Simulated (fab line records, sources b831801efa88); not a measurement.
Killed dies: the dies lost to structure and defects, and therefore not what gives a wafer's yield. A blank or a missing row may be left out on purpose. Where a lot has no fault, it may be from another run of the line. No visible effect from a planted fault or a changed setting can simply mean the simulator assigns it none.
Which of the tools did it? | flow sky130 | 36 wafers from 12 lots sampled at 4 of the route's 708 steps

## WHAT EACH GAUGE READ, for each wafer
SKY_PAD_OPEN_BOW_MEAS_13.
lot  | measured     | on           | PAD_OPEN_BOW (um)
L190 | day 45 16:20 | filmMetro-02 | 50 66 52
L191 | day 46 00:10 | filmMetro-04 | 57 49 46
L194 | day 46 20:18 | filmMetro-02 | 43 54 60
L198 | day 47 20:13 | filmMetro-04 | 51 57 57
L199 | day 48 01:42 | filmMetro-01 | 50 64 56
L200 | day 48 06:26 | filmMetro-04 | 44 33 41
L203 | day 49 07:44 | filmMetro-04 | 56 57 53
L205 | day 49 07:46 | filmMetro-02 | 40 56 47
L204 | day 49 11:56 | filmMetro-04 | 53 46 49
L207 | day 49 20:20 | filmMetro-01 | 42 35 55
L206 | day 50 01:35 | filmMetro-04 | 52 57 49
L212 | day 50 15:31 | filmMetro-01 | 43 37 31

## TOOL THAT RAN EACH LOT (tool first, then ch and the chambers of the sampled wafers, then the start)
lot  | SKY_METAL1_SPUTTER_01       | SKY_CAP2M_STRIP_14                  | SKY_VIA4_ETCH_12
L190 | pvdSputter-02, day 31 09:55 | plasmaAsher-03 ch 0,1, day 40 14:53 | rieDiel-03 ch 0,3, day 42 17:07
L191 | pvdSputter-01, day 31 19:50 | plasmaAsher-04 ch 0,1, day 41 00:02 | rieDiel-01 ch 0,2, day 43 00:58
L194 | pvdSputter-04, day 32 22:46 | plasmaAsher-04 ch 0,1, day 41 22:56 | rieDiel-01 ch 0,3, day 43 23:04
L198 | pvdSputter-02, day 34 05:59 | plasmaAsher-01 ch 0,1, day 43 01:31 | rieDiel-01 ch 0,1, day 45 01:10
L199 | pvdSputter-02, day 34 14:58 | plasmaAsher-04 ch 0,1, day 43 10:11 | rieDiel-01 ch 0,2,3, day 45 08:40
L200 | pvdSputter-01, day 34 22:05 | plasmaAsher-04 ch 0,1, day 43 14:59 | rieDiel-02 ch 1,2, day 45 13:31
L203 | pvdSputter-02, day 36 04:52 | plasmaAsher-03 ch 0,1, day 44 20:55 | rieDiel-03 ch 2,3, day 46 16:58
L205 | pvdSputter-02, day 36 09:13 | plasmaAsher-04 ch 0,1, day 44 23:14 | rieDiel-02 ch 0,1,3, day 46 18:25
L204 | pvdSputter-02, day 36 11:29 | plasmaAsher-04 ch 0,1, day 45 01:55 | rieDiel-02 ch 0,1,2, day 46 21:58
L207 | pvdSputter-02, day 37 05:15 | plasmaAsher-03 ch 0,1, day 45 13:53 | rieDiel-03 ch 0,1,3, day 47 08:49
L206 | pvdSputter-04, day 37 08:55 | plasmaAsher-04 ch 0,1, day 45 18:32 | rieDiel-01 ch 1,2,3, day 47 13:16
L212 | pvdSputter-01, day 38 10:23 | plasmaAsher-03 ch 0,1, day 46 13:53 | rieDiel-02 ch 0,2, day 48 07:10
- SKY_METAL1_SPUTTER_01: material TiN, target thk 20 nm, time 16.7 s.
- SKY_CAP2M_STRIP_14: strips in O2/N2.
- SKY_VIA4_ETCH_12: etches SiO2 in C4F8/O2/Ar, stops on TiN, target depth 580 nm.

## AS READ BY THE TOOLS THEMSELVES (means over the sampled wafers that have a number; for cases with no such wafer, the mark the record gives instead)
SKY_METAL1_SPUTTER_01.
lot  | tool          | throttleValvePct (%)
L190 | pvdSputter-02 | 31.7
L191 | pvdSputter-01 | 30.7
L194 | pvdSputter-04 | 30.2
L198 | pvdSputter-02 | 30.5
L199 | pvdSputter-02 | 30.8
L200 | pvdSputter-01 | 30.1
L203 | pvdSputter-02 | 29.7
L205 | pvdSputter-02 | 31.1
L204 | pvdSputter-02 | 30.6
L207 | pvdSputter-02 | 30.9
L206 | pvdSputter-04 | 30.2
L212 | pvdSputter-01 | 30.1

SKY_CAP2M_STRIP_14.
lot  | tool           | drypumpMotorCurrentA (A) | oesProductAu (a.u.) | stripTimeToEndpointS (s)
L190 | plasmaAsher-03 | 6.24                     | 0.707               | 12.62
L191 | plasmaAsher-04 | 5.80                     | 0.713               | 12.64
L194 | plasmaAsher-04 | 5.85                     | 0.713               | 12.67
L198 | plasmaAsher-01 | 6.15                     | 0.710               | 12.62
L199 | plasmaAsher-04 | 5.79                     | 0.706               | 12.58
L200 | plasmaAsher-04 | 5.81                     | 0.709               | 12.69
L203 | plasmaAsher-03 | 6.20                     | 0.711               | 12.65
L205 | plasmaAsher-04 | 5.84                     | 0.705               | 12.61
L204 | plasmaAsher-04 | 5.83                     | 0.708               | 12.73
L207 | plasmaAsher-03 | 6.22                     | 0.711               | 12.74
L206 | plasmaAsher-04 | 5.85                     | 0.714               | 12.68
L212 | plasmaAsher-03 | 6.22                     | 0.708               | 12.63

SKY_VIA4_ETCH_12.
lot  | tool       | oesProductAu (a.u.)
L190 | rieDiel-03 | 0.936
L191 | rieDiel-01 | 0.934
L194 | rieDiel-01 | 0.937
L198 | rieDiel-01 | 0.940
L199 | rieDiel-01 | 0.938
L200 | rieDiel-02 | 0.936
L203 | rieDiel-03 | 0.933
L205 | rieDiel-02 | 0.936
L204 | rieDiel-02 | 0.938
L207 | rieDiel-03 | 0.936
L206 | rieDiel-01 | 0.938
L212 | rieDiel-02 | 0.934

## THE ANSWER, worked out from the rows above alone
Rule: usual is defined by the lots themselves. Put in order of their means at a reading, lots are off if they are a third of the lots or fewer, leave a main group of 4 or more, and stand apart from it by a gap of 3 or more times the standard deviation of the main group's means; of several such gaps the widest counts. The tables above print the reading to a certain number of digits; a main group whose means all agree to those digits is not used. A lot without any number at a reading at which 4 lots or more have one is off too. The other lots that the step has rows for count as sound. First the gauges in route order, then the tools' own readings, where a lot's mean is used as printed above. The first step at which some lot is off is used, and at that step the reading that is off furthest; a lot without a number counts as furthest.
Nothing can be told from this: no lot is off at any reading shown.

## WHAT THE SIMULATOR PUT IN
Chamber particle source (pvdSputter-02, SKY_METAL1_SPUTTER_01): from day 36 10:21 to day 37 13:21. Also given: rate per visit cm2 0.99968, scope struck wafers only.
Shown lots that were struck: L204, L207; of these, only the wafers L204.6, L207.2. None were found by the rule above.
